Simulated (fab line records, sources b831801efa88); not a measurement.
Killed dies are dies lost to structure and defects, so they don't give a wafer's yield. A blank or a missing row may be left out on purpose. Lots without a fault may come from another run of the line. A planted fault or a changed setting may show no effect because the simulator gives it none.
fab line records | flow gf180mcu
record lots=5 wafers=23
route steps=602 shown M4@458 V4@476 MIM@507 V5@551 TOP_METAL@567
start_h: hours from the record's first day to the start of the lot's first wafer shown | wait_h: hours since the lot's step before | " the same as in the row above | L1.1+2: a row that stands for several wafers | - no value, or no start given | * or withheld: withheld | < > ~ a bound
route shown NAME@n: a module of which the file shows steps, and the number in the route of the first | usual: mean/standard deviation of fault-free wafers | same: alike in all rows | chamber/n: place in a boat | sites: the reading at each site | _std_site: their standard deviation | _edge_site: outer sites' mean less inner sites' | radius_mm: how far each site lies from the wafer's centre | mask NAME#n: copy n | behind: the tool/chamber that last shaped the wafer | hold: why the lot was held/for how many hours/how that ended | device: the transistor (n, p or np) that didn't switch | end of line: the same wafers' tests at the end of the route | a step without rows: its recipe alone | killed: dies lost to structure and defects at the first sort, not the wafer's yield | map: a wafer's dies, x killed, . not, _ none there
set.NAME: the setting as run; set.NAME@STEP: as run at that earlier step | model.NAME: the simulator's own value behind a step, which no gauge read
lots whose settings were changed on purpose; a table a step, a row a wafer
## steps
# step GF_M4_SPUTTER_02
# recipe material=AlCu target_thk_nm=450 power_w=10600 time_s=23.9 chamber_pressure_pa=0.4
# columns lot.wafer tool chamber start_h wait_h set.chamber_pressure_pa model.AlCu_of_M4_SPUTTER_02.thk_nm
L074.1 pvd_sputter-04 - 500.88 0.0 0.356 460.8
L074.2 " - " " 0.356 462.3
L074.4 " - " " 0.356 456.1
L074.5 " - " " 0.356 462
L074.6 " - " " 0.356 459.5
L075.1 pvd_sputter-01 - 513.47 0.0 0.4 459.2
L075.5 " - " " 0.4 452.4
L075.6 " - " " 0.4 452.1
L078.1 pvd_sputter-02 - 563.36 0.0 0.4526 437.9
L078.3 " - " " 0.4526 437.5
L078.4 " - " " 0.4526 436.6
L078.5 " - " " 0.4526 442.8
L078.6 " - " " 0.4526 438.8
L079.1+4 pvd_sputter-01 - 569.59 0.0 0.4242 443
L079.3 " - " " 0.4242 444.9
L079.5 " - " " 0.4242 448.1
L079.6 " - " " 0.4242 446.4
L085.1 pvd_sputter-02 - 616.26 0.0 0.3767 449.7
L085.3 " - " " 0.3767 448.9
L085.4 " - " " 0.3767 454.1
L085.5 " - " " 0.3767 450.1
L085.6 " - " " 0.3767 457.2
# step GF_M4_SPUTTER_03
# recipe material=Ti target_thk_nm=10 substrate_temp_c=300 chamber_pressure_pa=0.3 power_w=3000 time_s=6.7
# step GF_M4_SPUTTER_04
# recipe material=TiN target_thk_nm=50 power_w=6500 time_s=41.7 chamber_pressure_pa=0.4
# step GF_M4_RS_MEAS_05
# recipe thk_meas_gauge=four-point-probe reads=TiN_of_M4_SPUTTER_04+Ti_of_M4_SPUTTER_03+AlCu_of_M4_SPUTTER_02+TiN_of_M4_SPUTTER_01+Ti_of_M4_SPUTTER_00
# usual M4_ALCU_RS=0.0691/0.00072
# columns lot.wafer tool chamber start_h wait_h set.chamber_pressure_pa@M4_SPUTTER_02 M4_ALCU_RS[ohm/sq]
L074.1 film_metro-03 - 500.97 0.0 0.356 0.0673
L074.2 " - " " 0.356 0.0670
L074.4 " - " " 0.356 0.0680
L074.5 " - " " 0.356 0.0672
L074.6 " - " " 0.356 0.0675
L075.1 film_metro-01 - 513.56 0.0 0.4 0.0683
L075.5 " - " " 0.4 0.0692
L075.6 " - " " 0.4 0.0691
L078.1 film_metro-04 - 563.45 0.0 0.4526 0.0722
L078.3 " - " " 0.4526 0.0721
L078.4 " - " " 0.4526 0.0725
L078.5 " - " " 0.4526 0.0713
L078.6 " - " " 0.4526 0.0718
L079.1 film_metro-01 - 569.68 0.0 0.4242 0.0709
L079.3 " - " " 0.4242 0.0708
L079.4 " - " " 0.4242 0.0710
L079.5 " - " " 0.4242 0.0702
L079.6 " - " " 0.4242 0.0704
L085.1 film_metro-04 - 616.35 0.0 0.3767 0.0693
L085.3 " - " " 0.3767 0.0693
L085.4 " - " " 0.3767 0.0687
L085.5 " - " " 0.3767 0.0693
L085.6 " - " " 0.3767 0.0683
# step GF_M4_PEB_12
# recipe peb_temp_c=135 peb_time_s=90 resist=KrF
# columns lot.wafer tool chamber start_h wait_h set.peb_temp_c
L074.1+2+6 litho_track-02 0 - - 137.5
L074.4+5 " 0 " " 135
L075.1+5+6 litho_track-02 0 - - 135
L078.1+4+6 litho_track-03 0 - - 138.9
L078.3+5 " 0 " " 135
L079.1+3+4+5+6 litho_track-01 0 - - 135
L085.1+6 litho_track-03 0 - - 135
L085.3+4+5 " 0 " " 132.2
# step GF_M4_DEVELOP_13
# recipe develop_time_s=60 dev_temp_c=21
# step GF_M4_CD_MEAS_14
# recipe target_cd_nm=280
# usual cd_nm=279.9/1
# columns lot.wafer tool chamber start_h wait_h set.peb_temp_c@M4_PEB_12 cd_nm
L074.1 cd_sem-01 - 524.43 0.1 137.5 271.7
L074.2 " - " " 137.5 272.6
L074.4 " - " " 135 278.6
L074.5 " - " " 135 279.3
L074.6 " - " " 137.5 272.1
L075.1 cd_sem-02 - 536.48 0.1 135 280.7
L075.5 " - " " 135 281.3
L075.6 " - " " 135 281.1
L078.1 cd_sem-02 - 585.11 0.1 138.9 271.7
L078.3 " - " " 135 280.5
L078.4 " - " " 138.9 272.3
L078.5 " - " " 135 280.3
L078.6 " - " " 138.9 270.9
L079.1 cd_sem-01 - 591.11 0.1 135 278.6
L079.3 " - " " 135 278.6
L079.4 " - " " 135 279.6
L079.5 " - " " 135 279.6
L079.6 " - " " 135 279.7
L085.1 cd_sem-01 - 636.46 0.1 135 279.0
L085.3 " - " " 132.2 288.6
L085.4 " - " " 132.2 288.5
L085.5 " - " " 132.2 287.9
L085.6 " - " " 135 280.4
# step GF_V4_CVD_00
# recipe material=SiO2 target_thk_nm=600 sigma_open_frac=0.3 temp_c=400 time_s=100 sih4_flow_sccm=60 pressure_mtorr=6
# columns lot.wafer tool chamber start_h wait_h set.sih4_flow_sccm model.SiO2_of_V4_CVD_00.thk_nm
L074.1 hdpcvd-02 0 525.23 0.0 60 600.1
L074.2 " 1 " " 56.4 560.5
L074.4 " 2 " " 56.4 559.2
L074.5 " 1 " " 60 588.6
L074.6 " 0 " " 56.4 564.5
L075.1 hdpcvd-01 1 537.43 0.0 60 611.7
L075.5 " 0 " " 60 601.2
L075.6 " 1 " " 60 603.6
L078.1 hdpcvd-02 1 585.98 0.0 56.05 559.5
L078.3 " 2 " " 60 599.7
L078.4 " 1 " " 56.05 563.4
L078.5 " 2 " " 60 606.7
L078.6 " 0 " " 60 607.6
L079.1 hdpcvd-01 0 591.92 0.0 60 595.5
L079.3 " 2 " " 65.63 652.8
L079.4 " 2 " " 65.63 662.8
L079.5 " 1 " " 60 603.5
L079.6 " 0 " " 60 593.4
L085.1 hdpcvd-02 0 637.27 0.0 60 606.7
L085.3 " 2 " " 52.11 519.7
L085.4 " 2 " " 60 592.5
L085.5 " 1 " " 52.11 514.7
L085.6 " 0 " " 60 600.7
# step GF_V4_THK_MEAS_01
# recipe reads=SiO2_of_V4_CVD_00
# usual V4_CVD_00_THK=599/5.2
# columns lot.wafer tool chamber start_h wait_h set.sih4_flow_sccm@V4_CVD_00 V4_CVD_00_THK[nm]
L074.1 film_metro-02 - 525.30 0.0 60 600
L074.2 " - " " 56.4 560
L074.4 " - " " 56.4 559
L074.5 " - " " 60 588
L074.6 " - " " 56.4 564
L075.1 film_metro-04 - 537.50 0.0 60 611
L075.5 " - " " 60 602
L075.6 " - " " 60 604
L078.1 film_metro-04 - 586.06 0.0 56.05 559
L078.3 " - " " 60 599
L078.4 " - " " 56.05 563
L078.5 " - " " 60 606
L078.6 " - " " 60 608
L079.1 film_metro-04 - 592.00 0.0 60 596
L079.3 " - " " 65.63 653
L079.4 " - " " 65.63 662
L079.5 " - " " 60 604
L079.6 " - " " 60 594
L085.1 film_metro-02 - 637.34 0.0 60 606
L085.3 " - " " 52.11 520
L085.4 " - " " 60 593
L085.5 " - " " 52.11 515
L085.6 " - " " 60 601
# step GF_V4_CMP_26
# recipe stop_on=SiO2 down_force_psi=3.5 platen_rpm=60 t_overpolish_s=15 target_thk_nm=0 pad_velocity_m_s=0.94248
# usual overpolish_run_s=15.001/0.0098
# columns lot.wafer tool chamber start_h wait_h set.t_overpolish_s overpolish_run_s
L074.1 cmp-02 1 549.70 0.1 15 15.006
L074.2 " 2 " " 10.73 10.726
L074.4 " 0 " " 10.73 10.727
L074.6 " 1 " " 15 14.989
L074.5 " 2 " " 10.73 10.714
L075.1 cmp-01 0 562.02 0.3 15 15.004
L075.5 " 1 " " 15 15.007
L075.6 " 2 " " 15 14.985
L078.1 cmp-02 0 609.02 0.1 15 14.987
L078.4 " 1 " " 15 15.015
L078.3 " 2 " " 15 15.010
L078.6 " 0 " " 15 15.010
L078.5 " 1 " " 15 14.997
L079.3 cmp-01 3 614.07 0.0 15 14.995
L079.1 " 0 " " 15 15.002
L079.4 " 1 " " 15 15.003
L079.5 " 3 " " 17.37 17.350
L079.6 " 0 " " 17.37 17.369
L085.1 cmp-02 1 658.47 0.1 17.92 17.921
L085.4 " 2 " " 17.92 17.930
L085.3 " 0 " " 15 14.987
L085.5 " 1 " " 17.92 17.933
L085.6 " 2 " " 15 15.015
# step GF_MIM_SPUTTER_04
# recipe material=TiN target_thk_nm=50 power_w=6500 time_s=41.7 chamber_pressure_pa=0.4
# columns lot.wafer tool chamber start_h wait_h set.time_s model.TiN_of_MIM_SPUTTER_04.thk_nm
L074.1 pvd_sputter-01 - 550.18 0.0 41.7 50.17
L074.2 " - " " 41.7 49.87
L074.4 " - " " 41.7 50.29
L074.5 " - " " 41.7 50.33
L074.6 " - " " 41.7 49.88
L075.1 pvd_sputter-03 - 562.35 0.0 41.7 49.9
L075.5 " - " " 41.7 50.46
L075.6 " - " " 41.7 49.98
L078.1 pvd_sputter-01 - 609.51 0.0 37.38 45.33
L078.3 " - " " 41.7 50.72
L078.4 " - " " 37.38 45.49
L078.5 " - " " 37.38 45.41
L078.6 " - " " 41.7 50.56
L079.1 pvd_sputter-03 - 614.56 0.0 45.44 54.33
L079.3 " - " " 45.44 53.97
L079.4 " - " " 41.7 49.89
L079.5 " - " " 45.44 54.48
L079.6 " - " " 41.7 49.72
L085.1 pvd_sputter-01 - 658.95 0.0 41.7 49.28
L085.3 " - " " 36.59 42.4
L085.4 " - " " 41.7 49.7
L085.5 " - " " 36.59 42.95
L085.6 " - " " 36.59 42.59
# step GF_V5_EXPOSE_11
# recipe mask_id=Via5 target_cd_nm=260 na=0.68 source_shape=conventional sigma_outer=0.6 dose_mj=38
# columns lot.wafer tool chamber start_h wait_h mask set.dose_mj
L074.1+2+4+5+6 krf_scanner-02 0 - - Via5#0 38
L075.1+5+6 krf_scanner-02 0 - - Via5#0 38
L078.1+3+6 krf_scanner-02 0 - - Via5#0 39.27
L078.4+5 " 0 " " Via5#0 38
L079.1+6 krf_scanner-01 0 - - Via5#0 39.67
L079.3+4+5 " 0 " " Via5#0 38
L085.1+6 krf_scanner-02 0 - - Via5#0 38
L085.3+4+5 " 0 " " Via5#0 39.69
# step GF_V5_PEB_12
# recipe peb_temp_c=135 peb_time_s=90 resist=KrF
# columns lot.wafer tool chamber start_h wait_h set.peb_time_s
L074.1+4+6 litho_track-02 0 - - 81.51
L074.2+5 " 0 " " 90
L075.1+5+6 litho_track-01 0 - - 90
L078.1+3 litho_track-03 0 - - 78.96
L078.4+5+6 " 0 " " 90
L079.1+4+6 litho_track-02 0 - - 90
L079.3+5 " 0 " " 86.42
L085.1+3+6 litho_track-01 0 - - 90
L085.4+5 " 0 " " 80.7
# step GF_V5_DEVELOP_13
# recipe develop_time_s=60 resist=KrF dev_temp_c=21
# step GF_V5_CD_MEAS_14
# recipe target_cd_nm=260
# usual cd_nm=259.5/1.1
# columns lot.wafer tool chamber start_h wait_h set.dose_mj@V5_EXPOSE_11 set.peb_time_s@V5_PEB_12 cd_nm
L074.1 cd_sem-01 - 615.83 0.1 38 81.51 256.3
L074.2 " - " " 38 90 258.5
L074.4 " - " " 38 81.51 255.5
L074.5 " - " " 38 90 259.4
L074.6 " - " " 38 81.51 254.9
L075.1 cd_sem-01 - 627.41 0.1 38 90 261.4
L075.5 " - " " 38 90 260.3
L075.6 " - " " 38 90 260.6
L078.1 cd_sem-01 - 671.21 0.1 39.27 78.96 261.8
L078.3 " - " " 39.27 78.96 261.7
L078.4 " - " " 38 90 260.1
L078.5 " - " " 38 90 259.6
L078.6 " - " " 39.27 90 265.4
L079.1 cd_sem-02 - 675.85 0.2 39.67 90 266.4
L079.3 " - " " 38 86.42 257.3
L079.4 " - " " 38 90 258.6
L079.5 " - " " 38 86.42 257.8
L079.6 " - " " 39.67 90 265.5
L085.1 cd_sem-02 - 716.91 0.1 38 90 259.0
L085.3 " - " " 39.69 90 266.8
L085.4 " - " " 39.69 80.7 263.8
L085.5 " - " " 39.69 80.7 263.4
L085.6 " - " " 38 90 258.6
# step GF_V5_ETCH_16
# recipe chemistry=N2/H2 target_depth_a=withheld overetch_a=withheld time_s=withheld target=BARC ion_energy_ev=200 source_w=500 bias_w=100 pressure_mtorr=30 n2_flow_sccm=100 h2_flow_sccm=200
# columns lot.wafer tool chamber start_h wait_h set.dose_mj@V5_EXPOSE_11 set.peb_time_s@V5_PEB_12 model.V5.cd_nm
L074.1 rie_diel-02 1 615.99 0.0 38 * 256.1
L074.2 " 2 " " 38 * 257.6
L074.4 " 3 " " 38 * 256.2
L074.5 " 0 " " 38 * 259.8
L074.6 " 1 " " 38 * 254.8
L075.1 rie_diel-02 1 627.57 0.0 38 * 261
L075.5 " 2 " " 38 * 260.2
L075.6 " 3 " " 38 * 261.4
L078.1 rie_diel-02 2 671.36 0.0 39.27 * 261.9
L078.3 " 1 " " 39.27 * 262.2
L078.4 " 0 " " 38 * 260.3
L078.5 " 0 " " 38 * 260
L078.6 " 3 " " 39.27 * 266.1
L079.1 rie_diel-03 3 676.01 0.0 39.67 * 266
L079.3 " 0 " " 38 * 257.3
L079.4 " 1 " " 38 * 258.3
L079.5 " 1 " " 38 * 256.6
L079.6 " 2 " " 39.67 * 265.7
L085.1+6 rie_diel-01 0,2 717.07 0.0 38 * 258.3
L085.3 " 3 " " 39.69 * 267.7
L085.4 " 2 " " 39.69 * 262.1
L085.5 " 1 " " 39.69 * 263.2
# step GF_TOP_METAL_SPUTTER_00
# recipe material=Ti target_thk_nm=37.5 arriving_ion_energy_ev=80 substrate_temp_c=200 chamber_pressure_pa=2 power_w=4000 time_s=150
# columns lot.wafer tool chamber start_h wait_h set.power_w model.Ti_of_TOP_METAL_SPUTTER_00.thk_nm
L074.1 pvd_sputter-01 - 617.40 0.1 4479 41.26
L074.2 " - " " 4479 41.32
L074.4 " - " " 4000 37.2
L074.5 " - " " 4479 41.37
L074.6 " - " " 4000 36.6
L075.1 pvd_sputter-01 - 628.95 0.2 4000 37.73
L075.5 " - " " 4000 36.93
L075.6 " - " " 4000 36.73
L078.1 pvd_sputter-04 - 672.74 0.2 4123 38.88
L078.3 " - " " 4123 38.78
L078.4 " - " " 4123 39.41
L078.5 " - " " 4000 37.69
L078.6 " - " " 4000 38.1
L079.1 pvd_sputter-04 - 677.42 0.2 4197 38.92
L079.3 " - " " 4000 37.62
L079.4 " - " " 4197 39.39
L079.5 " - " " 4197 39.3
L079.6 " - " " 4000 37.38
L085.1 pvd_sputter-04 - 718.49 0.2 4000 37.65
L085.3 " - " " 4000 38.27
L085.4 " - " " 4000 37.88
L085.5 " - " " 4000 38.01
L085.6 " - " " 4000 38.11
# step GF_TOP_METAL_SPUTTER_02
# recipe material=AlCu target_thk_nm=900 power_w=10600 chamber_pressure_pa=0.3 substrate_temp_c=250 gas=Ar time_s=47.82
# columns lot.wafer tool chamber start_h wait_h set.time_s model.AlCu_of_TOP_METAL_SPUTTER_02.thk_nm
L074.1 pvd_sputter-01 - 617.53 0.0 47.82 905.3
L074.2 " - " " 47.82 912.3
L074.4 " - " " 47.82 904
L074.5 " - " " 50.03 937.3
L074.6 " - " " 50.03 935
L075.1 pvd_sputter-01 - 629.08 0.0 47.82 906.6
L075.5 " - " " 47.82 910.1
L075.6 " - " " 47.82 896.4
L078.1 pvd_sputter-04 - 672.89 0.0 47.82 918.8
L078.3 " - " " 47.82 923
L078.4 " - " " 47.82 923.2
L078.5 " - " " 47.82 911.2
L078.6 " - " " 47.82 924.3
L079.1+6 pvd_sputter-04 - 677.55 0.0 47.82 894.3
L079.3 " - " " 47.82 886.1
L079.4 " - " " 47.82 902.6
L079.5 " - " " 47.82 896.1
L085.1 pvd_sputter-04 - 718.62 0.0 47.82 913.9
L085.3 " - " " 41.59 795.3
L085.4 " - " " 47.82 910.7
L085.5 " - " " 41.59 796.1
L085.6 " - " " 47.82 908
# step GF_TOP_METAL_SPUTTER_03
# recipe material=Ti target_thk_nm=5 substrate_temp_c=300 chamber_pressure_pa=0.3 power_w=3000 time_s=3.3
# step GF_TOP_METAL_SPUTTER_04
# recipe material=TiN target_thk_nm=25 power_w=6500 time_s=20.8 chamber_pressure_pa=0.4
# step GF_TOP_METAL_RS_MEAS_05
# recipe thk_meas_gauge=four-point-probe reads=TiN_of_TOP_METAL_SPUTTER_04+Ti_of_TOP_METAL_SPUTTER_03+AlCu_of_TOP_METAL_SPUTTER_02+TiN_of_TOP_METAL_SPUTTER_01+Ti_of_TOP_METAL_SPUTTER_00
# usual TOP_METAL_ALCU_RS=0.03249/0.0003
# columns lot.wafer tool chamber start_h wait_h set.time_s@TOP_METAL_SPUTTER_02 TOP_METAL_ALCU_RS[ohm/sq]
L074.1 film_metro-03 - 617.62 0.0 47.82 0.03255
L074.2 " - " " 47.82 0.03221
L074.4 " - " " 47.82 0.03257
L074.5 " - " " 50.03 0.03145
L074.6 " - " " 50.03 0.03147
L075.1 film_metro-01 - 629.17 0.0 47.82 0.03251
L075.5 " - " " 47.82 0.03235
L075.6 " - " " 47.82 0.03286
L078.1 film_metro-01 - 672.98 0.0 47.82 0.03205
L078.3 " - " " 47.82 0.03195
L078.4 " - " " 47.82 0.03199
L078.5 " - " " 47.82 0.03235
L078.6 " - " " 47.82 0.03182
L079.1 film_metro-01 - 677.64 0.0 47.82 0.03298
L079.3 " - " " 47.82 0.03326
L079.4 " - " " 47.82 0.03273
L079.5 " - " " 47.82 0.03287
L079.6 " - " " 47.82 0.03301
L085.1 film_metro-01 - 718.71 0.0 47.82 0.03221
L085.3 " - " " 41.59 0.03712
L085.4 " - " " 47.82 0.03235
L085.5 " - " " 41.59 0.03705
L085.6 " - " " 47.82 0.0325
# step GF_TOP_METAL_THK_MEAS_06
# recipe thk_meas_gauge=xrf reads=AlCu_of_TOP_METAL_SPUTTER_02
# usual TOP_METAL_ALCU_THK=902/9.4
# columns lot.wafer tool chamber start_h wait_h set.time_s@TOP_METAL_SPUTTER_02 TOP_METAL_ALCU_THK[nm]
L074.1 film_metro-03 - 617.74 0.1 47.82 904
L074.2 " - " " 47.82 907
L074.4 " - " " 47.82 901
L074.5 " - " " 50.03 935
L074.6 " - " " 50.03 930
L075.1 film_metro-01 - 629.29 0.1 47.82 909
L075.5 " - " " 47.82 912
L075.6 " - " " 47.82 893
L078.1 film_metro-01 - 673.10 0.1 47.82 912
L078.3 " - " " 47.82 913
L078.4 " - " " 47.82 916
L078.5 " - " " 47.82 901
L078.6 " - " " 47.82 918
L079.1 film_metro-01 - 677.76 0.1 47.82 886
L079.3 " - " " 47.82 880
L079.4 " - " " 47.82 897
L079.5 " - " " 47.82 894
L079.6 " - " " 47.82 888
L085.1 film_metro-01 - 718.83 0.1 47.82 903
L085.3 " - " " 41.59 791
L085.4 " - " " 47.82 905
L085.5 " - " " 41.59 790
L085.6 " - " " 47.82 902
# step GF_TOP_METAL_DEHYDRATE_07
# recipe temp_c=200 time_s=60
# step GF_TOP_METAL_HMDS_08
# recipe prime_time_s=60 prime_temp_c=120
# step GF_TOP_METAL_METAL_ETCH_16
# recipe chemistry=Cl2/BCl3 mask_material=NOVOLAK target_depth_nm=1077.5 stop_on=SiO2 pressure_mtorr=8 icp_w=800 bias_w=140 Cl2_flow_sccm=80 bcl3_flow_sccm=40 time_s=179.6
# usual oes_product_au=0.968/0.0062
# columns lot.wafer tool chamber start_h wait_h set.time_s@TOP_METAL_SPUTTER_02 oes_product_au
L074.1 rie_metal-01 0 638.24 0.0 47.82 0.974
L074.2 " 1 " " 47.82 0.974
L074.4 " 0 " " 47.82 0.967
L074.5 " 1 " " 50.03 0.984
L074.6 " 0 " " 50.03 0.984
L075.1 rie_metal-02 1 648.89 0.0 47.82 0.978
L075.5 " 0 " " 47.82 0.967
L075.6 " 1 " " 47.82 0.970
L078.1 rie_metal-03 0 692.11 0.0 47.82 0.974
L078.3 " 1 " " 47.82 0.982
L078.4 " 0 " " 47.82 0.985
L078.5 " 0 " " 47.82 0.975
L078.6 " 1 " " 47.82 0.974
L079.1 rie_metal-03 0 695.66 0.0 47.82 0.958
L079.3 " 0 " " 47.82 0.953
L079.4 " 1 " " 47.82 0.962
L079.5 " 0 " " 47.82 0.961
L079.6 " 1 " " 47.82 0.955
L085.1 rie_metal-03 0 736.61 0.0 47.82 0.967
L085.3 " 0 " " 41.59 0.907
L085.4 " 1 " " 47.82 0.968
L085.5 " 1 " " 41.59 0.907
L085.6 " 0 " " 47.82 0.966
## key
split step=GF_M4_SPUTTER_02 setting=chamber_pressure_pa stated=0.4 by=lot
response step=GF_M4_SPUTTER_02 reading=model.AlCu_of_M4_SPUTTER_02.thk_nm change=-0.828 per=1% r=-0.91
response step=GF_M4_RS_MEAS_05 reading=M4_ALCU_RS change=+0.00018 per=1% r=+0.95
split step=GF_M4_PEB_12 setting=peb_temp_c stated=135 by=wafer
response step=GF_M4_CD_MEAS_14 reading=cd_nm change=-3.47 per=1% r=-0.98
split step=GF_V4_CVD_00 setting=sih4_flow_sccm stated=60 by=wafer
response step=GF_V4_CVD_00 reading=model.SiO2_of_V4_CVD_00.thk_nm change=+6.28 per=1% r=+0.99
response step=GF_V4_THK_MEAS_01 reading=V4_CVD_00_THK change=+6.23 per=1% r=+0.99
split step=GF_V4_CMP_26 setting=t_overpolish_s stated=15 by=wafer
response step=GF_V4_CMP_26 reading=overpolish_run_s change=+0.15 per=1% r=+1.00
split step=GF_MIM_SPUTTER_04 setting=time_s stated=41.7 by=wafer
response step=GF_MIM_SPUTTER_04 reading=model.TiN_of_MIM_SPUTTER_04.thk_nm change=+0.527 per=1% r=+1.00
split step=GF_V5_EXPOSE_11 setting=dose_mj stated=38 by=wafer
response step=GF_V5_CD_MEAS_14 reading=cd_nm change=+1.44 per=1% r=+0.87
response step=GF_V5_ETCH_16 reading=model.V5.cd_nm slope=+1.8 per=1% together_with=peb_time_s@V5_PEB_12 explained=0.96
split step=GF_V5_PEB_12 setting=peb_time_s stated=90 by=wafer
response step=GF_V5_CD_MEAS_14 reading=cd_nm slope=+0.309 per=1% together_with=dose_mj@V5_EXPOSE_11 explained=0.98
response step=GF_V5_ETCH_16 reading=model.V5.cd_nm slope=+0.348 per=1% together_with=dose_mj@V5_EXPOSE_11 explained=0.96
split step=GF_TOP_METAL_SPUTTER_00 setting=power_w stated=4000 by=wafer
response step=GF_TOP_METAL_SPUTTER_00 reading=model.Ti_of_TOP_METAL_SPUTTER_00.thk_nm change=+0.365 per=1% r=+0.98
split step=GF_TOP_METAL_SPUTTER_02 setting=time_s stated=47.82 by=wafer
response step=GF_TOP_METAL_SPUTTER_02 reading=model.AlCu_of_TOP_METAL_SPUTTER_02.thk_nm change=+8.55 per=1% r=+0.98
response step=GF_TOP_METAL_RS_MEAS_05 reading=TOP_METAL_ALCU_RS change=-0.000347 per=1% r=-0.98
response step=GF_TOP_METAL_THK_MEAS_06 reading=TOP_METAL_ALCU_THK change=+8.4 per=1% r=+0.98
response step=GF_TOP_METAL_METAL_ETCH_16 reading=oes_product_au change=+0.0044 per=1% r=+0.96
